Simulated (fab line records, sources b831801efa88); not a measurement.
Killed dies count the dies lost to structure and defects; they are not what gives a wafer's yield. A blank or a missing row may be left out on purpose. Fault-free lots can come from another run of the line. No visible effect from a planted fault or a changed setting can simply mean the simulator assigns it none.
The tool behind it: which one? / flow sky130 / 24 lots, 72 wafers sampled, at 4 steps of a route of 708

## WHAT EACH GAUGE READ, for each wafer
SKY_METAL2_THK_MEAS_06: measures by xrf. Usual: METAL2_ALCU_THK gives 246.2 nm (standard deviation 2.7).
lot=L074; measured=day 34 05:57; on=film_metro-02; METAL2_ALCU_THK (nm)=246.9 245.3 245.9; flag=
lot=L075; measured=day 34 12:31; on=film_metro-04; METAL2_ALCU_THK (nm)=248.3 248.5 247.0; flag=
lot=L076; measured=day 34 12:34; on=film_metro-02; METAL2_ALCU_THK (nm)=249.6 246.1 244.8; flag=
lot=L077; measured=day 35 06:11; on=film_metro-04; METAL2_ALCU_THK (nm)=245.6 244.2 248.5; flag=
lot=L078; measured=day 35 11:01; on=film_metro-02; METAL2_ALCU_THK (nm)=244.9 243.8 242.4; flag=
lot=L079; measured=day 35 21:22; on=film_metro-02; METAL2_ALCU_THK (nm)=244.2 244.5 246.1; flag=
lot=L080; measured=day 36 00:20; on=film_metro-04; METAL2_ALCU_THK (nm)=250.3 246.4 247.5; flag=
lot=L081; measured=day 36 04:22; on=film_metro-04; METAL2_ALCU_THK (nm)=244.5 247.6 244.0; flag=
lot=L082; measured=day 36 15:50; on=film_metro-03; METAL2_ALCU_THK (nm)=248.7 251.5 251.1; flag=
lot=L083; measured=day 36 22:44; on=film_metro-04; METAL2_ALCU_THK (nm)=248.9 250.9 248.8; flag=
lot=L085; measured=day 37 06:05; on=film_metro-03; METAL2_ALCU_THK (nm)=248.6 249.5 246.4; flag=
lot=L084; measured=day 37 07:45; on=film_metro-04; METAL2_ALCU_THK (nm)=246.2 247.7 245.2; flag=
lot=L086; measured=day 37 15:10; on=film_metro-03; METAL2_ALCU_THK (nm)=245.8 244.7 247.1; flag=
lot=L087; measured=day 37 23:14; on=film_metro-03; METAL2_ALCU_THK (nm)=247.1 246.8 247.8; flag=
lot=L088; measured=day 38 03:16; on=film_metro-02; METAL2_ALCU_THK (nm)=243.0 242.0 244.1; flag=
lot=L089; measured=day 38 14:01; on=film_metro-02; METAL2_ALCU_THK (nm)=247.4 243.9 246.9; flag=
lot=L090; measured=day 39 05:01; on=film_metro-04; METAL2_ALCU_THK (nm)=243.1 242.4 243.0; flag=
lot=L091; measured=day 39 19:12; on=film_metro-03; METAL2_ALCU_THK (nm)=248.0 243.9 246.2; flag=
lot=L093; measured=day 39 20:45; on=film_metro-03; METAL2_ALCU_THK (nm)=253.9 250.3 252.6; flag=
lot=L092; measured=day 39 21:25; on=film_metro-02; METAL2_ALCU_THK (nm)=246.2 242.7 245.1; flag=
lot=L094; measured=day 40 00:05; on=film_metro-02; METAL2_ALCU_THK (nm)=244.7 243.3 242.7; flag=
lot=L095; measured=day 40 11:29; on=film_metro-02; METAL2_ALCU_THK (nm)=246.0 248.7 246.8; flag=
lot=L096; measured=day 40 18:27; on=film_metro-02; METAL2_ALCU_THK (nm)=244.5 241.1 243.4; flag=
lot=L097; measured=day 41 00:15; on=film_metro-04; METAL2_ALCU_THK (nm)=247.3 245.8 248.3; flag=

SKY_METAL2_CD_MEAS_15 targets a cd of 140 nm. Usual: cd_nm 140.5 nm, standard deviation 1.3.
lot=L074; measured=day 35 08:00; on=cd_sem-02; cd_nm (nm)=142.5 141.7 142.4; flag=
lot=L075; measured=day 35 12:28; on=cd_sem-01; cd_nm (nm)=141.7 141.2 140.8; flag=
lot=L076; measured=day 35 12:52; on=cd_sem-01; cd_nm (nm)=143.5 141.8 142.2; flag=
lot=L077; measured=day 36 07:19; on=cd_sem-02; cd_nm (nm)=142.2 141.2 141.5; flag=
lot=L078; measured=day 36 13:47; on=cd_sem-01; cd_nm (nm)=139.5 139.1 139.9; flag=
lot=L079; measured=day 37 00:03; on=cd_sem-02; cd_nm (nm)=140.8 140.0 138.9; flag=
lot=L080; measured=day 37 02:37; on=cd_sem-01; cd_nm (nm)=139.6 140.2 140.6; flag=
lot=L081; measured=day 37 06:12; on=cd_sem-01; cd_nm (nm)=139.2 140.8 139.6; flag=
lot=L082; measured=day 37 17:09; on=cd_sem-02; cd_nm (nm)=141.1 140.0 141.6; flag=
lot=L083; measured=day 37 23:17; on=cd_sem-01; cd_nm (nm)=141.8 142.7 142.4; flag=
lot=L085; measured=day 38 06:57; on=cd_sem-02; cd_nm (nm)=141.0 140.2 141.5; flag=
lot=L084; measured=day 38 09:45; on=cd_sem-02; cd_nm (nm)=140.4 141.3 141.8; flag=
lot=L086; measured=day 38 16:25; on=cd_sem-01; cd_nm (nm)=139.7 139.9 138.8; flag=
lot=L087; measured=day 38 23:55; on=cd_sem-02; cd_nm (nm)=138.6 138.9 138.7; flag=
lot=L088; measured=day 39 04:19; on=cd_sem-02; cd_nm (nm)=138.6 139.7 139.2; flag=
lot=L089; measured=day 39 13:54; on=cd_sem-02; cd_nm (nm)=137.6 138.5 138.3; flag=
lot=L090; measured=day 40 05:57; on=cd_sem-02; cd_nm (nm)=139.1 139.9 138.2; flag=
lot=L091; measured=day 40 19:09; on=cd_sem-01; cd_nm (nm)=140.9 139.4 140.7; flag=
lot=L093; measured=day 40 21:05; on=cd_sem-01; cd_nm (nm)=141.4 140.7 141.1; flag=
lot=L092; measured=day 40 21:26; on=cd_sem-02; cd_nm (nm)=140.0 141.4 141.0; flag=
lot=L094; measured=day 41 00:35; on=cd_sem-01; cd_nm (nm)=140.8 139.9 141.2; flag=
lot=L095; measured=day 41 11:30; on=cd_sem-02; cd_nm (nm)=141.2 141.8 141.9; flag=
lot=L096; measured=day 41 18:37; on=cd_sem-02; cd_nm (nm)=139.4 138.9 138.5; flag=
lot=L097; measured=day 41 23:47; on=cd_sem-01; cd_nm (nm)=139.2 138.8 139.5; flag=

SKY_VIA2_RS_MEAS_22: measurement is done with a four-point probe. Usual: VIA2_W_RS gives 0.271 ohm/sq (standard deviation 0.0054).
lot=L074; measured=day 36 12:39; on=film_metro-04; VIA2_W_RS (ohm/sq)=0.273 0.271 0.277; flag=
lot=L075; measured=day 36 16:58; on=film_metro-03; VIA2_W_RS (ohm/sq)=0.274 0.273 0.272; flag=
lot=L076; measured=day 36 18:16; on=film_metro-04; VIA2_W_RS (ohm/sq)=0.282 0.275 0.270; flag=
lot=L077; measured=day 37 12:13; on=film_metro-01; VIA2_W_RS (ohm/sq)=0.268 0.271 0.270; flag=
lot=L078; measured=day 37 17:55; on=film_metro-03; VIA2_W_RS (ohm/sq)=0.264 0.266 0.274; flag=
lot=L079; measured=day 38 04:05; on=film_metro-01; VIA2_W_RS (ohm/sq)=0.277 0.277 0.278; flag=
lot=L080; measured=day 38 05:46; on=film_metro-01; VIA2_W_RS (ohm/sq)=0.272 0.275 0.271; flag=
lot=L081; measured=day 38 10:58; on=film_metro-01; VIA2_W_RS (ohm/sq)=0.268 0.273 0.265; flag=
lot=L082; measured=day 38 20:58; on=film_metro-04; VIA2_W_RS (ohm/sq)=0.264 0.273 0.271; flag=
lot=L083; measured=day 39 03:03; on=film_metro-03; VIA2_W_RS (ohm/sq)=0.266 0.264 0.270; flag=
lot=L085; measured=day 39 10:38; on=film_metro-03; VIA2_W_RS (ohm/sq)=0.265 0.265 0.272; flag=
lot=L084; measured=day 39 12:38; on=film_metro-01; VIA2_W_RS (ohm/sq)=0.271 0.265 0.268; flag=
lot=L086; measured=day 39 19:45; on=film_metro-04; VIA2_W_RS (ohm/sq)=0.278 0.280 0.282; flag=
lot=L087; measured=day 40 06:38; on=film_metro-03; VIA2_W_RS (ohm/sq)=0.267 0.262 0.266; flag=
lot=L088; measured=day 40 07:20; on=film_metro-01; VIA2_W_RS (ohm/sq)=0.272 0.271 0.271; flag=
lot=L089; measured=day 40 17:44; on=film_metro-04; VIA2_W_RS (ohm/sq)=0.277 0.274 0.276; flag=
lot=L090; measured=day 41 08:16; on=film_metro-04; VIA2_W_RS (ohm/sq)=0.270 0.270 0.273; flag=
lot=L091; measured=day 41 21:14; on=film_metro-04; VIA2_W_RS (ohm/sq)=0.261 0.276 0.273; flag=
lot=L093; measured=day 41 23:32; on=film_metro-04; VIA2_W_RS (ohm/sq)=0.267 0.267 0.271; flag=
lot=L092; measured=day 41 23:37; on=film_metro-03; VIA2_W_RS (ohm/sq)=0.256 0.275 0.258; flag=
lot=L094; measured=day 42 02:44; on=film_metro-03; VIA2_W_RS (ohm/sq)=0.271 0.269 0.264; flag=
lot=L095; measured=day 42 13:02; on=film_metro-04; VIA2_W_RS (ohm/sq)=0.258 0.271 0.257; flag=
lot=L096; measured=day 42 20:28; on=film_metro-03; VIA2_W_RS (ohm/sq)=0.266 0.270 0.265; flag=
lot=L097; measured=day 43 01:31; on=film_metro-01; VIA2_W_RS (ohm/sq)=0.273 0.264 0.273; flag=

## EACH LOT AND THE TOOL THAT RAN IT (in order: tool; ch and the chambers of the sampled wafers; start)
lot=L074; SKY_METAL2_SPUTTER_00=pvd_sputter-04, day 34 05:41
lot=L075; SKY_METAL2_SPUTTER_00=pvd_sputter-04, day 34 12:15
lot=L076; SKY_METAL2_SPUTTER_00=pvd_sputter-03, day 34 12:18
lot=L077; SKY_METAL2_SPUTTER_00=pvd_sputter-04, day 35 05:55
lot=L078; SKY_METAL2_SPUTTER_00=pvd_sputter-02, day 35 10:43
lot=L079; SKY_METAL2_SPUTTER_00=pvd_sputter-03, day 35 21:07
lot=L080; SKY_METAL2_SPUTTER_00=pvd_sputter-02, day 36 00:04
lot=L081; SKY_METAL2_SPUTTER_00=pvd_sputter-04, day 36 04:07
lot=L082; SKY_METAL2_SPUTTER_00=pvd_sputter-03, day 36 15:34
lot=L083; SKY_METAL2_SPUTTER_00=pvd_sputter-04, day 36 22:27
lot=L085; SKY_METAL2_SPUTTER_00=pvd_sputter-02, day 37 05:49
lot=L084; SKY_METAL2_SPUTTER_00=pvd_sputter-03, day 37 07:29
lot=L086; SKY_METAL2_SPUTTER_00=pvd_sputter-04, day 37 14:54
lot=L087; SKY_METAL2_SPUTTER_00=pvd_sputter-04, day 37 22:58
lot=L088; SKY_METAL2_SPUTTER_00=pvd_sputter-03, day 38 03:00
lot=L089; SKY_METAL2_SPUTTER_00=pvd_sputter-03, day 38 13:46
lot=L090; SKY_METAL2_SPUTTER_00=pvd_sputter-03, day 39 04:46
lot=L091; SKY_METAL2_SPUTTER_00=pvd_sputter-04, day 39 18:56
lot=L093; SKY_METAL2_SPUTTER_00=pvd_sputter-03, day 39 20:28
lot=L092; SKY_METAL2_SPUTTER_00=pvd_sputter-04, day 39 21:09
lot=L094; SKY_METAL2_SPUTTER_00=pvd_sputter-04, day 39 23:48
lot=L095; SKY_METAL2_SPUTTER_00=pvd_sputter-02, day 40 11:13
lot=L096; SKY_METAL2_SPUTTER_00=pvd_sputter-02, day 40 18:11
lot=L097; SKY_METAL2_SPUTTER_00=pvd_sputter-03, day 40 23:58
- SKY_METAL2_SPUTTER_00: material Ti, target thk 15 nm, time 10 s.

## AS READ BY THE TOOLS THEMSELVES (means over the sampled wafers that have a number; for cases with no such wafer, the mark the record gives instead)
SKY_METAL2_SPUTTER_00. Usual: chamber_pressure_pa 0.4002 Pa, standard deviation 0.0008; throttle_valve_pct 30.3 %, standard deviation 0.89.
lot=L074; tool=pvd_sputter-04; chamber_pressure_pa (Pa)=0.4006; throttle_valve_pct (%)=30.7; flag=
lot=L075; tool=pvd_sputter-04; chamber_pressure_pa (Pa)=0.3991; throttle_valve_pct (%)=30.6; flag=
lot=L076; tool=pvd_sputter-03; chamber_pressure_pa (Pa)=0.3997; throttle_valve_pct (%)=31.3; flag=
lot=L077; tool=pvd_sputter-04; chamber_pressure_pa (Pa)=0.3998; throttle_valve_pct (%)=30.7; flag=
lot=L078; tool=pvd_sputter-02; chamber_pressure_pa (Pa)=0.3999; throttle_valve_pct (%)=29.6; flag=
lot=L079; tool=pvd_sputter-03; chamber_pressure_pa (Pa)=0.4003; throttle_valve_pct (%)=30.6; flag=
lot=L080; tool=pvd_sputter-02; chamber_pressure_pa (Pa)=0.4003; throttle_valve_pct (%)=29.9; flag=
lot=L081; tool=pvd_sputter-04; chamber_pressure_pa (Pa)=0.4004; throttle_valve_pct (%)=30.0; flag=
lot=L082; tool=pvd_sputter-03; chamber_pressure_pa (Pa)=0.3995; throttle_valve_pct (%)=31.3; flag=
lot=L083; tool=pvd_sputter-04; chamber_pressure_pa (Pa)=0.4010; throttle_valve_pct (%)=30.2; flag=
lot=L085; tool=pvd_sputter-02; chamber_pressure_pa (Pa)=0.4001; throttle_valve_pct (%)=30.6; flag=
lot=L084; tool=pvd_sputter-03; chamber_pressure_pa (Pa)=0.4003; throttle_valve_pct (%)=30.5; flag=
lot=L086; tool=pvd_sputter-04; chamber_pressure_pa (Pa)=0.4003; throttle_valve_pct (%)=31.2; flag=
lot=L087; tool=pvd_sputter-04; chamber_pressure_pa (Pa)=0.4001; throttle_valve_pct (%)=30.1; flag=
lot=L088; tool=pvd_sputter-03; chamber_pressure_pa (Pa)=0.4001; throttle_valve_pct (%)=30.6; flag=
lot=L089; tool=pvd_sputter-03; chamber_pressure_pa (Pa)=0.4007; throttle_valve_pct (%)=29.9; flag=
lot=L090; tool=pvd_sputter-03; chamber_pressure_pa (Pa)=0.4001; throttle_valve_pct (%)=30.1; flag=
lot=L091; tool=pvd_sputter-04; chamber_pressure_pa (Pa)=0.3996; throttle_valve_pct (%)=30.6; flag=
lot=L093; tool=pvd_sputter-03; chamber_pressure_pa (Pa)=0.4005; throttle_valve_pct (%)=31.2; flag=
lot=L092; tool=pvd_sputter-04; chamber_pressure_pa (Pa)=0.4001; throttle_valve_pct (%)=30.0; flag=
lot=L094; tool=pvd_sputter-04; chamber_pressure_pa (Pa)=0.3987; throttle_valve_pct (%)=30.2; flag=
lot=L095; tool=pvd_sputter-02; chamber_pressure_pa (Pa)=0.4001; throttle_valve_pct (%)=30.4; flag=
lot=L096; tool=pvd_sputter-02; chamber_pressure_pa (Pa)=0.3999; throttle_valve_pct (%)=29.8; flag=
lot=L097; tool=pvd_sputter-03; chamber_pressure_pa (Pa)=0.3999; throttle_valve_pct (%)=29.7; flag=

## THE ANSWER, worked out from the rows above alone
Rule: take the mean of a lot's wafers that have a number; if it is more than 3 standard deviations from the usual mean, the lot is off. Also off: a lot with no number at a reading for which 4 or more lots have one. The other lots that the step has rows for count as sound. Order of review: gauges by route order, followed by the tools' own readings, for which a lot's mean as printed above is used. At the first step where some lot is off, the reading lying furthest off is the one used; lots without a number count as furthest.
No lot is off at any reading shown: from this, nothing can be told.

## WHAT THE SIMULATOR PUT IN
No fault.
